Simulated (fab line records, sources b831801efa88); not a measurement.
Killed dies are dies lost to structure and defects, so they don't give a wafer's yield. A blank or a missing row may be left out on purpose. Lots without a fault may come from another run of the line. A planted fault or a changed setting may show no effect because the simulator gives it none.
A struck lot beside a sound one | flow sfq_line | 42 steps out of a route of 325
Sound: wafers L741.3, L741.4, L741.5. Struck: wafer L761.3. (L761.4, L761.6 of the same lot were not struck and are left out.) The cause comes at the end.
At each step with rows: each side's tool, then ch and its chambers, then its first start. Under that, the readings that differ: sound wafers | struck wafers | difference of the means | sigmas: that difference in standard deviations of wafers without a fault.
alike: readings whose means differ by less than 2 such deviations, and words and numbers that are the same on both sides. not compared: withheld readings, readings that some wafer has no value for, bounds like >300 that may hide the same value, and numbers for which the record gives no deviation and whose values overlap.
The two part at a step that has a row with sigmas, a row that says differs or no value, or rows on one side only. Numbers that don't overlap but have no deviation are shown without sigmas and don't part them. A reading that every wafer of one side lacks parts them only if that side has two wafers or more.

first, 6 steps without rows for these wafers: SFQ_TRILAYER_M4_LITHO_COAT_098 (resist thk 62 nm); SFQ_TRILAYER_M4_LITHO_COAT_093 (resist thk 600 nm); SFQ_TRILAYER_M4_LITHO_SOFTBAKE_097; SFQ_TRILAYER_M4_LITHO_EXPOSE_094 (exposes mask M4, target cd 500 nm); SFQ_TRILAYER_M4_LITHO_PEB_096 (peb time 60 s); SFQ_TRILAYER_M4_LITHO_DEVELOP_095 (time 60 s).
SFQ_M4_OVL_MEAS_926:
  sound on overlay-01, day 36 10:55; struck on overlay-01, day 50 16:21
  alike: M4_OVL
then, 1 step without rows for these wafers: SFQ_TRILAYER_M4_BARC_OPEN_METAL_ETCH_123 (etches BARC in O2, target depth 125 nm, time 41.7 s).
SFQ_TRILAYER_M4_ETCH_METAL_ETCH_096: etches Nb in Cl2/Ar, stops on SiO2, target depth 240 nm, time 120 s.
  sound on rie_metal-01 ch 0,1, day 36 11:02; struck on rie_metal-02 ch 1, day 50 16:28
  reading                     | sound          | struck | difference | sigmas
  drypump_motor_current_A (A) | 5.59 5.37 5.39 | 5.83   | +0.38      | +2
  alike: oes_product_au
  not compared: rf_hours_counter_h
then, 3 steps without rows for these wafers: SFQ_TRILAYER_M4_STRIP_STRIP_097 (strips in O2); SFQ_TRILAYER_M4_STRIP_SOLV_CLEAN_098 (cleans in NMP, time 600 s); SFQ_TRILAYER_I4_DEP_PECVD_099 (deposits SiO2 from SiH4/N2O, time 111.11 s, target thk 500 nm).
SFQ_TRILAYER_I4_CMP_CMP_100: polishes SiO2.
  sound on cmp-02 ch 0,1,2, day 36 18:30; struck on cmp-01 ch 0, day 51 15:30
  reading                                             | sound           | struck | difference | sigmas
  time_to_endpoint_s (s)                              | 215 223 207     | 247    | +32        | +5
  model.SiO2_of_TRILAYER_I4_DEP_PECVD_099.thk_nm (nm) | 199.9 200 199.7 | 150.1  | -49.8      |
  alike: edge_zone_pressure_frac, motor_current_A
SFQ_I4_BOW_MEAS_927:
  sound on film_metro-01, day 36 21:32; struck on film_metro-01, day 51 17:02
  alike: I4_BOW
SFQ_TRILAYER_I4_METRO_MEASURE_101:
  sound on film_metro-01, day 36 22:01; struck on film_metro-01, day 51 17:31
  reading     | sound             | struck | difference | sigmas
  thk_nm (nm) | 199.7 200.0 199.7 | 150.1  | -49.7      | -45
then, 6 steps without rows for these wafers: SFQ_TRILAYER_I4_VIA_LITHO_COAT_108 (resist thk 62 nm); SFQ_TRILAYER_I4_VIA_LITHO_COAT_103 (resist thk 650 nm); SFQ_TRILAYER_I4_VIA_LITHO_SOFTBAKE_107; SFQ_TRILAYER_I4_VIA_LITHO_EXPOSE_104 (exposes mask I4, target cd 700 nm); SFQ_TRILAYER_I4_VIA_LITHO_PEB_106 (peb time 60 s); SFQ_TRILAYER_I4_VIA_LITHO_DEVELOP_105 (time 60 s).
-- the record jumps here: 6 days lie between the struck wafers' starts before and after --
SFQ_I4_OVL_MEAS_928:
  sound on overlay-02, day 37 02:38; struck on overlay-02, day 57 13:37
  alike: I4_OVL
SFQ_TRILAYER_I4_VIA_BARC_OPEN_VIA_ETCH_146: etches BARC in O2, target depth 125 nm, time 41.7 s.
  sound on rie_diel-02 ch 0,1,3, day 37 02:40; struck on rie_diel-02 ch 1, day 57 13:38
  alike: drypump_motor_current_A, oes_product_au
  not compared: rf_hours_counter_h
SFQ_TRILAYER_I4_VIA_ETCH_VIA_ETCH_106: etches SiO2 in CHF3, stops on Nb, target depth 260 nm.
  sound on rie_diel-02 ch 0,1,3, day 37 02:42; struck on rie_diel-02 ch 1, day 57 13:41
  reading                        | sound             | struck | difference | sigmas
  oes_product_au (a.u.)          | 0.853 0.851 0.844 | 0.741  | -0.108     | -21
  model.I4.feature_depth_nm (nm) | 199.9 200 199.7   | 150.1  | -49.8      |
  model.etch.depth_nm (nm)       | 199.9 200 199.7   | 150.1  | -49.8      |
  alike: drypump_motor_current_A
SFQ_TRILAYER_I4_VIA_STRIP_STRIP_107: strips in O2.
  sound on rie_metal-03 ch 0,1, day 37 03:01; struck on rie_metal-02 ch 1, day 57 14:00
  alike: drypump_motor_current_A, oes_product_au
  not compared: rf_hours_counter_h
then, 6 steps without rows for these wafers: SFQ_TRILAYER_I4_VIA_STRIP_SOLV_CLEAN_108 (cleans in NMP, time 600 s); SFQ_TRILAYER_JJ_TRILAYER_DEP_PRE_CLEAN_113 (time 22.5 s); SFQ_TRILAYER_JJ_TRILAYER_DEP_SPUTTER_109 (material Nb, target thk 150 nm, time 100 s); SFQ_TRILAYER_JJ_TRILAYER_DEP_SPUTTER_110 (material Al, target thk 8 nm, time 10 s); SFQ_TRILAYER_JJ_TRILAYER_DEP_AL_OXIDATION_111 (oxidation time 600 s); SFQ_TRILAYER_JJ_TRILAYER_DEP_SPUTTER_112 (material Nb, target thk 170 nm, time 113.3 s).
SFQ_JJ_RS_MEAS_929: measures by four-point-probe.
  sound on film_metro-01, day 37 04:51; struck on film_metro-01, day 57 15:59
  alike: JJ_NB_RS
then, 6 steps without rows for these wafers: SFQ_TRILAYER_JJ_CE_LITHO_COAT_119 (resist thk 62 nm); SFQ_TRILAYER_JJ_CE_LITHO_COAT_114 (resist thk 600 nm); SFQ_TRILAYER_JJ_CE_LITHO_SOFTBAKE_118; SFQ_TRILAYER_JJ_CE_LITHO_EXPOSE_115 (exposes mask J5, target cd 700 nm); SFQ_TRILAYER_JJ_CE_LITHO_PEB_117 (peb time 60 s); SFQ_TRILAYER_JJ_CE_LITHO_DEVELOP_116 (time 60 s).
-- the record jumps here: 6 days lie between the struck wafers' starts before and after --
SFQ_JJ_OVL_MEAS_931:
  sound on overlay-01, day 43 09:04; struck on overlay-02, day 63 15:31
  alike: J5_OVL
SFQ_TRILAYER_JJ_CE_METRO_MEASURE_117:
  sound on cd_sem-01, day 43 09:30; struck on cd_sem-01, day 63 15:56
  alike: cd_nm
SFQ_TRILAYER_JJ_CE_BARC_OPEN_RIE_150: chemistry O2, target BARC, target depth 240 nm, time 80 s.
  sound on rie_metal-04 ch 0,1, day 43 10:20; struck on rie_metal-03 ch 1, day 63 16:48
  alike: drypump_motor_current_A, oes_product_au
  not compared: rf_hours_counter_h
-- the record jumps here: 6 days lie between the struck wafers' starts before and after --
SFQ_TRILAYER_M5_ETCH_METAL_ETCH_126: etches Nb in Cl2/BCl3, stops on SiO2, time 203.2 s, target depth 265 nm.
  sound on rie_metal-02 ch 0,1, day 49 02:10; struck on rie_metal-01 ch 1, day 69 14:40
  reading                                             | sound           | struck | difference | sigmas
  model.SiO2_of_TRILAYER_I4_DEP_PECVD_099.thk_nm (nm) | 179.9 180.3 180 | 130.3  | -49.8      |
  alike: drypump_motor_current_A, oes_product_au
  not compared: rf_hours_counter_h

WHERE THEY PART
First at SFQ_TRILAYER_M4_ETCH_METAL_ETCH_096; last, within this record, at SFQ_TRILAYER_I4_VIA_ETCH_VIA_ETCH_106. Later steps at which nothing parts them and some readings are alike: SFQ_TRILAYER_I4_VIA_STRIP_STRIP_107, SFQ_JJ_RS_MEAS_929, SFQ_JJ_OVL_MEAS_931, SFQ_TRILAYER_JJ_CE_METRO_MEASURE_117, SFQ_TRILAYER_JJ_CE_BARC_OPEN_RIE_150, SFQ_TRILAYER_M5_ETCH_METAL_ETCH_126.

WHY: what the simulator had put in
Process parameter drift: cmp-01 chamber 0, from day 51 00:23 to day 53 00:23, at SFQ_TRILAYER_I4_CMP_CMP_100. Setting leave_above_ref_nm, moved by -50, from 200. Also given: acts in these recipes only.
